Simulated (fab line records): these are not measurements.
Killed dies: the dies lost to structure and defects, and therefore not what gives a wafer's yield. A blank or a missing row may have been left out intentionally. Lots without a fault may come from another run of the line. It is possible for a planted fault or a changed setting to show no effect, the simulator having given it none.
8D (eight disciplines) problem report, filled in by code / flow sky130 / the parts of the form that need people (team, actions taken, sign-off) are left out

== 1. WHAT IS WRONG ==
Mean CONTACT_HDPCVD_THK at SKY_CONTACT_THK_MEAS_03: 496 nm over 6 wafers in 2 lots; fault-free wafers: 566 nm, standard deviation 4.3. That puts it -16 standard deviations away from the usual mean.
The first sign was on wafer L741.1 at day 34 10:36, on filmMetro-02. At this step, 33 wafers from 11 lots have a number in the record. By rule, "out" or "out of limits" means more than 4 standard deviations away from the usual mean. The other wafers with a number count as sound.

== 2. WHAT IT IS, WHAT IT ISN'T ==
question=which readings at this step | is=CONTACT_HDPCVD_THK | is not=-
question=which lots | is=L741, L743 | is not=L731, L732, L735, L737, L739, L740, L750, L751, L752
question=which wafers of those lots | is=all that have a number | is not=-
question=read on which gauges | is=filmMetro-02 | is not=filmMetro-01, filmMetro-03
question=when | is=from day 34 10:36 | is not=up to then (18 sound wafers); but 9 sound wafers of L750, L751, L752 came after

== 3. WHAT RULES OUT EACH SUSPECT ==
Counting: any tool at a process step up to the reading is kept as a suspect provided that every lot that is out went through it and no sound lot did after the first of them.
- the gauge at SKY_CONTACT_THK_MEAS_03 is ruled out. All the wafers that are out were read on filmMetro-02, but those of them that SKY_CONTACT_HDPCVD_02 has rows for are out there too, on other tools.
- hdpcvd-01 at SKY_CONTACT_HDPCVD_02 (deposits SiO2, target thk 565 nm, time 94.2 s): ruled out as a lasting fault. Sound lots L751 ran on it after its first lot that is out, L741 (day 34 10:32).
Left after counting: nothing in the record.

== 4. THE CAUSE (what the simulator had put in) ==
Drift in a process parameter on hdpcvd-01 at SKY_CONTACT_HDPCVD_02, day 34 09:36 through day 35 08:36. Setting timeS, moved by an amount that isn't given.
The count ruled it out by mistake, since the rule takes a fault to strike every lot its tool runs from the start of the fault on, and this one did not do so.

== 5. SEQUENCE OF EFFECTS, ordered by route ==
Each row: a reading whose mean over the struck wafers that have a number lies more than 3 standard deviations from the usual. Only readings for which the record gives a usual standard deviation are gone through. hours: the time from each lot's start at the first step in this table that gives one to its start at this step, as a median over the lots. sigmas: the change in usual standard deviations.
hours=0; step=SKY_CONTACT_HDPCVD_02; reading=runLengthS; usual=121.9 s; on struck wafers=110.5; change=-11.4; sigmas=-25
hours=0; step=SKY_CONTACT_THK_MEAS_03; reading=CONTACT_HDPCVD_THK; usual=566 nm; on struck wafers=496; change=-70; sigmas=-16
hours=3; step=SKY_CONTACT_CMP_04; reading=timeToEndpointS; usual=82 s; on struck wafers=56; change=-26; sigmas=-8.7
The process steps in it:
- SKY_CONTACT_HDPCVD_02: deposits SiO2, target thk 565 nm, time 94.2 s.
- SKY_CONTACT_CMP_04: polishes SiO2.
Readings that are blank on the struck wafers while sound wafers have them: susceptorTempC at SKY_CONTACT_HDPCVD_02.

== 6. WHAT WOULD HAVE CAUGHT IT SOONER ==
In this record the first reading out of limits at a measuring or inspecting step was taken at day 34 10:36, 1 hour after the fault began at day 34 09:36.
Tool's own readings at SKY_CONTACT_HDPCVD_02, runLengthS: out on all struck wafers the step has rows for; an alarm limit on them would have tripped on the first.
